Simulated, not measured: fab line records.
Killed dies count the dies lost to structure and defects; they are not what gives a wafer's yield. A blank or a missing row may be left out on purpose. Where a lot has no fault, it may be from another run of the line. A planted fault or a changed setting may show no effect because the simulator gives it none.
Problem report in the 8D (eight disciplines) form, filled by code || flow sky130 || the parts of the form that need people (team, actions taken, sign-off) are left out

## 1. THE ISSUE
At SKY_METAL1_SPUTTER_01, chamber-pressure-pa averages 0.4350 Pa over 6 wafers from 2 lots, while fault-free wafers read 0.4000 Pa, standard deviation 0.00079. Measured from the usual mean, that is +44 standard deviations.
The step: material TiN, target thk 20 nm, time 16.7 s.
The first sign was on wafer L622.2 at day 36 05:37, on pvd-sputter-01. At this step, 36 wafers from 12 lots have a number in the record. Rule for "out" (also "out of limits"): further than 4 standard deviations from the usual mean. The rest of the wafers with a number are treated as sound.

## 2. WHAT IT IS; WHAT IT IS NOT
{"question": "which readings at this step", "is": "chamber-pressure-pa", "is not": "throttle-valve-pct"}
{"question": "which lots", "is": "L622, L623", "is not": "L608, L610, L612, L616, L617, L619, L621, L624, L627, L631"}
{"question": "which wafers of those lots", "is": "all that have a number", "is not": "-"}
{"question": "read on which tools", "is": "pvd-sputter-01", "is not": "pvd-sputter-03, pvd-sputter-04"}
{"question": "when", "is": "from day 36 05:37", "is not": "up to then (21 sound wafers); but 9 sound wafers of L624, L627, L631 came after"}

## 3. THE SUSPECTS, EACH WITH WHAT RULES IT OUT
Counting: a tool stays on the suspect list if, at a process step up to the reading, it processed all lots that are out and no sound lot following the first of them.
- pvd-sputter-01 at SKY_METAL1_SPUTTER_01 (material TiN, target thk 20 nm, time 16.7 s): kept. All lots that are out passed through it, beginning with L622 at day 36 05:37, and no sound lot followed; its final sound lot before that point was L621 at day 35 18:38. Its own chamber-pressure-pa readings are out on those wafers.
Remaining after the count: pvd-sputter-01 at SKY_METAL1_SPUTTER_01.

## 4. THE CAUSE (what the simulator had put in)
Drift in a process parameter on pvd-sputter-01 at SKY_METAL1_SPUTTER_01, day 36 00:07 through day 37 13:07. A move of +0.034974 in setting chamber-pressure-pa, from 0.4. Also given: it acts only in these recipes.
Counting left only this tool.

## 5. SEQUENCE OF EFFECTS, ordered by route
One row per reading whose mean, taken over the struck wafers that have a number, lies over 3 standard deviations from the usual. Only readings for which the record gives a usual standard deviation are gone through. hours: the time from each lot's start at the first step in this table that gives one to its start at this step, as a median over the lots. sigmas: the change in usual standard deviations.
{"hours": 0, "step": "SKY_METAL1_SPUTTER_01", "reading": "chamber-pressure-pa", "usual": "0.4000 Pa", "on struck wafers": 0.4350, "change": "+0.0350", "sigmas": "+44"}
The process steps in it:
- SKY_METAL1_SPUTTER_01: material TiN, target thk 20 nm, time 16.7 s.

## 6. HOW IT WOULD HAVE BEEN CAUGHT EARLIER
In this record the first reading out of limits was taken at day 36 05:37, 5 hours after the fault began at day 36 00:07.
